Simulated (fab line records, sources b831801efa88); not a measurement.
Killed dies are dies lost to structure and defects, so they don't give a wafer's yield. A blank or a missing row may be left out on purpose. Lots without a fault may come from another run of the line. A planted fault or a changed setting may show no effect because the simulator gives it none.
fab line records | flow sky130
record lots=10 wafers=30 last_day=50
route steps=708 shown POLY_GATE@205 LDD_LDN@301 SD_P@329 LI_CONTACT@365
lots that met no fault: from a run of the same line without faults
start_h: hours from the record's first day to the start of the lot's first wafer shown | wait_h: hours since the lot's step before | " the same as in the row above | L1.1+2: a row that stands for several wafers | - no value, or no start given | * or withheld: withheld | < > ~ a bound
route shown NAME@n: a module of which the file shows steps, and the number in the route of the first | usual: mean/standard deviation of fault-free wafers | same: alike in all rows | chamber/n: place in a boat | sites: the reading at each site | _std_site: their standard deviation | _edge_site: outer sites' mean less inner sites' | radius_mm: how far each site lies from the wafer's centre | mask NAME#n: copy n | behind: the tool/chamber that last shaped the wafer | hold: why the lot was held/for how many hours/how that ended | device: the transistor (n, p or np) that didn't switch | end of line: the same wafers' tests at the end of the route | a step without rows: its recipe alone | killed: dies lost to structure and defects at the first sort, not the wafer's yield | map: a wafer's dies, x killed, . not, _ none there
set.NAME: the setting as run; set.NAME@STEP: as run at that earlier step | model.NAME: the simulator's own value behind a step, which no gauge read
steps of the route over a sample of lots; a table a step, a row a wafer
services: from which hour (start_h, from the record's first day; less than 0 if before it) a tool's chamber was out of use, for how many hours, and why
## steps
# step SKY_POLY_GATE_THK_MEAS_01
# recipe reads=poly-Si_of_POLY_GATE_CVD_00
# usual POLY_GATE_CVD_00_THK=179.9/1.6
# columns lot.wafer tool chamber start_h wait_h POLY_GATE_CVD_00_THK[nm]
L478.2 film_metro-02 - 323.70 0.0 180.1
L478.5 " - " " 179.9
L478.6 " - " " 180.0
L479.1 film_metro-04 - 332.49 0.0 180.6
L479.4 " - " " 179.7
L479.5 " - " " 180.9
L481.1 film_metro-02 - 348.71 0.0 180.9
L481.2 " - " " 180.2
L481.6 " - " " 179.0
L489.2 film_metro-04 - 415.48 0.0 181.4
L489.3 " - " " 182.1
L489.5 " - " " 182.1
L490.2 film_metro-01 - 425.74 0.0 180.1
L490.5 " - " " 181.0
L490.6 " - " " 180.2
L493.4 film_metro-04 - 447.12 0.0 179.3
L493.5 " - " " 179.3
L493.6 " - " " 180.5
L494.1 film_metro-01 - 452.54 0.0 178.1
L494.4 " - " " 178.7
L494.5 " - " " 176.4
L498.2 film_metro-01 - 495.32 0.0 179.6
L498.3 " - " " 179.4
L498.6 " - " " 179.7
L499.3 film_metro-02 - 501.10 0.0 181.8
L499.4 " - " " 181.7
L499.5 " - " " 180.7
L500.1 film_metro-04 - 507.89 0.0 180.7
L500.3 " - " " 182.8
L500.4 " - " " 179.7
# step SKY_LDD_LDN_STRIP_12
# recipe chemistry=O2/N2 power_w=1400 pressure_mtorr=1500 platen_temp_c=withheld o2_flow_sccm=3000 n2_flow_sccm=300 overash_fraction=0.5
# usual drypump_motor_current_A=5.6/0.55 o2_flow_sccm=3001/8.5 oes_product_au=0.716/0.0047 strip_time_to_endpoint_s=14.19/0.037
# columns lot.wafer tool chamber start_h wait_h drypump_motor_current_A o2_flow_sccm oes_product_au rf_hours_counter_h strip_time_to_endpoint_s
L478.2 plasma_asher-04 0 536.83 0.1 4.8 2998 0.717 78 14.20
L478.5 " 0 " " 4.8 2990 0.709 - 14.18
L478.6 " 1 " " 6.1 3000 0.724 - 14.19
L479.1 plasma_asher-03 1 550.68 0.1 5.9 3004 0.711 76 14.23
L479.4 " 1 " " 6.0 3001 0.720 - 14.14
L479.5 " 1 " " 5.9 2984 0.724 - 14.19
L481.1 plasma_asher-04 1 564.93 0.1 6.1 2992 0.719 81 14.25
L481.2 " 0 " " 4.8 3012 0.712 81 14.22
L481.6 " 1 " " 6.1 3002 0.705 - 14.22
L489.2 plasma_asher-03 0 633.18 0.1 6.1 3005 0.717 84 14.20
L489.3 " 0 " " 6.1 2997 0.714 - 14.18
L489.5 " 0 " " 6.1 3000 0.710 - 14.18
L490.2 plasma_asher-02 0 643.98 0.1 5.2 3022 0.728 19 14.15
L490.5 " 0 " " 5.2 3004 0.711 - 14.16
L490.6 " 1 " " 5.1 3001 0.709 - 14.14
L493.4 plasma_asher-04 1 659.36 0.1 6.1 3007 0.722 - 14.18
L493.5 " 0 " " 4.8 3000 0.707 - 14.20
L493.6 " 1 " " 6.1 3008 0.717 - 14.21
L494.1 plasma_asher-02 1 666.98 0.1 5.1 2992 0.716 22 14.16
L494.4 " 1 " " 5.1 3003 0.714 - 14.13
L494.5 " 0 " " 5.2 3013 0.710 - 14.20
L498.2 plasma_asher-03 0 705.13 0.1 6.1 2995 0.719 91 14.19
L498.3 " 0 " " 6.1 2993 0.721 - 14.18
L498.6 " 0 " " 6.1 2999 0.708 - 14.19
L499.3 plasma_asher-04 0 710.86 0.1 4.8 3017 0.720 - 14.19
L499.4 " 1 " " 6.1 3013 0.715 - 14.16
L499.5 " 1 " " 6.1 2999 0.717 - 14.19
L500.1 plasma_asher-02 1 717.88 0.1 5.2 3000 0.720 27 14.16
L500.3 " 1 " " 5.1 2984 0.710 - 14.19
L500.4 " 0 " " 5.2 3003 0.722 - 14.12
# step SKY_SD_P_IMPLANT_09
# recipe species=BF2 energy_kev=20 dose_cm2=3e+15 tilt_deg=0
# usual beam_energy_keV=19.999/0.0067
# columns lot.wafer tool chamber start_h wait_h beam_energy_keV
L478.2 implanter-03 0 598.06 0.0 19.991
L478.5 " 0 " " 19.990
L478.6 " 0 " " 19.995
L479.1 implanter-03 0 611.89 0.0 19.999
L479.4 " 0 " " 19.998
L479.5 " 0 " " 19.996
L481.1 implanter-03 0 625.95 0.0 20.002
L481.2 " 0 " " 20.000
L481.6 " 0 " " 19.996
L489.2 implanter-03 0 691.76 0.0 26.327
L489.3 " 0 " " 26.334
L489.5 " 0 " " 26.333
L490.2 implanter-03 0 702.51 0.0 26.330
L490.5 " 0 " " 26.334
L490.6 " 0 " " 26.325
L493.4 implanter-04 0 716.83 0.1 20.016
L493.5 " 0 " " 20.004
L493.6 " 0 " " 20.005
L494.1 implanter-04 0 724.90 0.0 19.992
L494.4 " 0 " " 20.005
L494.5 " 0 " " 20.000
L498.2 implanter-02 0 763.33 0.0 20.003
L498.3 " 0 " " 19.994
L498.6 " 0 " " 20.004
L499.3 implanter-02 0 768.35 0.1 19.997
L499.4 " 0 " " 19.994
L499.5 " 0 " " 20.000
L500.1 implanter-02 0 773.70 0.0 20.005
L500.3 " 0 " " 19.992
L500.4 " 0 " " 19.990
# step SKY_SD_P_STRIP_10
# recipe chemistry=O2/N2 power_w=1400 pressure_mtorr=1500 platen_temp_c=withheld o2_flow_sccm=3000 n2_flow_sccm=300 overash_fraction=0.5
# usual drypump_motor_current_A=5.4/0.42 o2_flow_sccm=3000/9.2 oes_product_au=0.618/0.0048 strip_time_to_endpoint_s=17.51/0.04
# columns lot.wafer tool chamber start_h wait_h drypump_motor_current_A o2_flow_sccm oes_product_au rf_hours_counter_h strip_time_to_endpoint_s
L478.2 plasma_asher-02 1 598.19 0.1 5.1 3003 0.617 17 17.56
L478.5 " 1 " " 5.1 2995 0.613 - 17.51
L478.6 " 0 " " 5.2 3008 0.616 - 17.51
L479.1 plasma_asher-02 1 612.04 0.1 5.1 3009 0.609 18 17.43
L479.4 " 1 " " 5.1 2998 0.614 - 17.46
L479.5 " 1 " " 5.1 3008 0.610 - 17.47
L481.1 plasma_asher-01 1 626.10 0.1 5.3 2995 0.618 52 17.48
L481.2 " 0 " " 5.9 3003 0.622 52 17.44
L481.6 " 1 " " 5.4 3001 0.622 - 17.48
L489.2 plasma_asher-04 1 691.89 0.1 6.1 2997 0.597 95 18.42
L489.3 " 1 " " 6.1 2995 0.595 - 18.45
L489.5 " 0 " " 4.8 3016 0.600 - 18.48
L490.2 plasma_asher-01 0 702.64 0.1 6.0 3004 0.600 60 18.49
L490.5 " 1 " " 5.4 2998 0.603 - 18.45
L490.6 " 0 " " 6.0 3006 0.601 - 18.46
L493.4 plasma_asher-02 0 716.93 0.1 5.2 2993 0.625 - 17.51
L493.5 " 1 " " 5.1 2988 0.618 - 17.52
L493.6 " 0 " " 5.2 2991 0.615 - 17.51
L494.1 plasma_asher-02 1 725.05 0.1 5.1 2993 0.618 27 17.52
L494.4 " 1 " " 5.1 2977 0.617 - 17.50
L494.5 " 1 " " 5.1 2995 0.609 - 17.52
L498.2 plasma_asher-02 1 763.45 0.1 5.1 3011 0.619 31 17.55
L498.3 " 0 " " 5.2 2992 0.618 - 17.50
L498.6 " 1 " " 5.1 3002 0.612 - 17.52
L499.3 plasma_asher-04 0 768.48 0.1 4.8 2986 0.619 - 17.49
L499.4 " 1 " " 6.1 2994 0.620 - 17.52
L499.5 " 0 " " 4.8 2984 0.622 - 17.51
L500.1 plasma_asher-01 1 773.85 0.1 5.3 3006 0.619 67 17.46
L500.3 " 1 " " 5.3 2995 0.618 - 17.44
L500.4 " 0 " " 5.9 2993 0.622 - 17.42
# step SKY_SD_P_TW_MEAS_11
# usual SD_P_TW=2807/22
# columns lot.wafer tool chamber start_h wait_h SD_P_TW
L478.2 film_metro-01 - 598.30 0.1 2811
L478.5 " - " " 2817
L478.6 " - " " 2823
L479.1 film_metro-02 - 612.14 0.1 2826
L479.4 " - " " 2812
L479.5 " - " " 2835
L481.1 film_metro-01 - 626.20 0.1 2828
L481.2 " - " " 2841
L481.6 " - " " 2835
L489.2 film_metro-04 - 692.00 0.1 3018
L489.3 " - " " 3006
L489.5 " - " " 3007
L490.2 film_metro-02 - 702.75 0.1 3027
L490.5 " - " " 3050
L490.6 " - " " 3050
L493.4 film_metro-04 - 717.03 0.1 2768
L493.5 " - " " 2778
L493.6 " - " " 2770
L494.1 film_metro-04 - 725.15 0.1 2748
L494.4 " - " " 2783
L494.5 " - " " 2776
L498.2 film_metro-04 - 763.56 0.1 2845
L498.3 " - " " 2829
L498.6 " - " " 2841
L499.3 film_metro-02 - 768.57 0.1 2811
L499.4 " - " " 2809
L499.5 " - " " 2790
L500.1 film_metro-02 - 773.95 0.1 2796
L500.3 " - " " 2805
L500.4 " - " " 2798
# step SKY_SD_N_RS_MEAS_17
# recipe thk_meas_gauge=four-point-probe
# usual SD_P_RS=147.3/0.39
# columns lot.wafer tool chamber start_h wait_h SD_P_RS[ohm/sq]
L478.2 film_metro-04 - 657.37 0.1 147.0
L478.5 " - " " 147.7
L478.6 " - " " 147.1
L479.1 film_metro-04 - 669.91 0.1 146.1
L479.4 " - " " 146.6
L479.5 " - " " 146.7
L481.1 film_metro-02 - 683.40 0.1 147.2
L481.2 " - " " 147.5
L481.6 " - " " 147.6
L489.2 film_metro-04 - 747.58 0.1 128.5
L489.3 " - " " 128.5
L489.5 " - " " 128.0
L490.2 film_metro-01 - 758.52 0.1 129.3
L490.5 " - " " 129.2
L490.6 " - " " 129.2
L493.4 film_metro-04 - 772.26 0.1 147.9
L493.5 " - " " 147.0
L493.6 " - " " 146.8
L494.1 film_metro-01 - 780.51 0.1 147.8
L494.4 " - " " 147.8
L494.5 " - " " 147.1
L498.2 film_metro-01 - 817.72 0.1 147.8
L498.3 " - " " 147.4
L498.6 " - " " 147.5
L499.3 film_metro-01 - 822.64 0.1 147.2
L499.4 " - " " 147.9
L499.5 " - " " 146.7
L500.1 film_metro-01 - 828.85 0.1 147.6
L500.3 " - " " 147.6
L500.4 " - " " 147.6
# step SKY_LI_CONTACT_BOW_MEAS_03
# recipe mode=bow
# usual LI_CONTACT_BOW=56/6.3
# columns lot.wafer tool chamber start_h wait_h LI_CONTACT_BOW[um]
L478.2 film_metro-02 - 658.09 0.1 53
L478.5 " - " " 56
L478.6 " - " " 57
L479.1 film_metro-04 - 670.63 0.2 61
L479.4 " - " " 56
L479.5 " - " " 59
L481.1 film_metro-02 - 684.12 0.2 58
L481.2 " - " " 66
L481.6 " - " " 49
L489.2 film_metro-02 - 748.35 0.2 47
L489.3 " - " " 43
L489.5 " - " " 51
L490.2 film_metro-04 - 759.24 0.3 58
L490.5 " - " " 60
L490.6 " - " " 60
L493.4 film_metro-04 - 773.00 0.3 59
L493.5 " - " " 62
L493.6 " - " " 51
L494.1 film_metro-02 - 781.44 0.2 57
L494.4 " - " " 68
L494.5 " - " " 57
L498.2 film_metro-02 - 818.44 0.2 55
L498.3 " - " " 59
L498.6 " - " " 63
L499.3 film_metro-04 - 823.36 0.1 60
L499.4 " - " " 64
L499.5 " - " " 57
L500.1 film_metro-02 - 829.63 0.2 56
L500.3 " - " " 52
L500.4 " - " " 73
## services
# columns tool chamber start_h hours kind
plasma_asher-03 - 542.43 2.7 repair
implanter-03 - 585.22 1.9 repair
plasma_asher-03 - 592.03 2.8 pm
plasma_asher-03 - 595.31 6.1 repair
implanter-02 - 596.53 2.1 repair
implanter-04 - 599.74 2.7 repair
implanter-02 - 601.94 4.2 repair
implanter-02 - 607.62 4.8 pm
plasma_asher-02 - 619.08 15.6 pm
implanter-04 - 619.45 4.4 repair
implanter-04 - 629.04 5.5 pm
implanter-04 - 639.87 1.7 repair
implanter-04 - 640.79 8.7 repair
implanter-04 - 666.18 3.7 repair
implanter-02 - 693.31 1.8 repair
implanter-04 - 699.11 3.8 pm
plasma_asher-03 - 699.71 3.8 repair
plasma_asher-04 - 733.75 9.0 pm
plasma_asher-04 0 733.75 9.0 vent_cycle
plasma_asher-04 1 733.75 9.0 vent_cycle
implanter-04 - 754.35 4.8 repair
plasma_asher-02 - 758.29 3.9 repair
implanter-03 - 762.87 4.7 pm
plasma_asher-04 - 768.70 2.8 pm
## key
first_sign step=SKY_SD_P_IMPLANT_09 reading=beam_energy_keV direction=up sigmas=99+ usual=* struck=*
effect step=SKY_SD_P_STRIP_10 reading=strip_time_to_endpoint_s direction=up sigmas=24 usual=* struck=*
effect step=SKY_SD_P_TW_MEAS_11 reading=SD_P_TW direction=up sigmas=10 usual=2807 struck=3026
effect step=SKY_SD_N_RS_MEAS_17 reading=SD_P_RS direction=down sigmas=47 usual=147.3 struck=128.8
met_at SKY_SD_P_IMPLANT_09
struck_lots L489,L490
tester_left_out L489,L490
not_acting_at SKY_POLY_GATE_THK_MEAS_01,SKY_LDD_LDN_STRIP_12,SKY_LI_CONTACT_BOW_MEAS_03
onset_between 625.95 691.76
fault kind=process_parameter_drift tool=implanter-03 chamber=- onset_h=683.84 steps=SKY_SD_P_IMPLANT_09 channel=energy_kev offset=* shape=step end_h=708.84 acts_in=* stated=*
# tester_left_out: of these lots the tester's yield and bins aren't shown, on N5 and GAA mostly nor the transistor test; their killed dies are dies lost to structure and defects alone, not to doping, threshold or leakage, so they don't give the yield
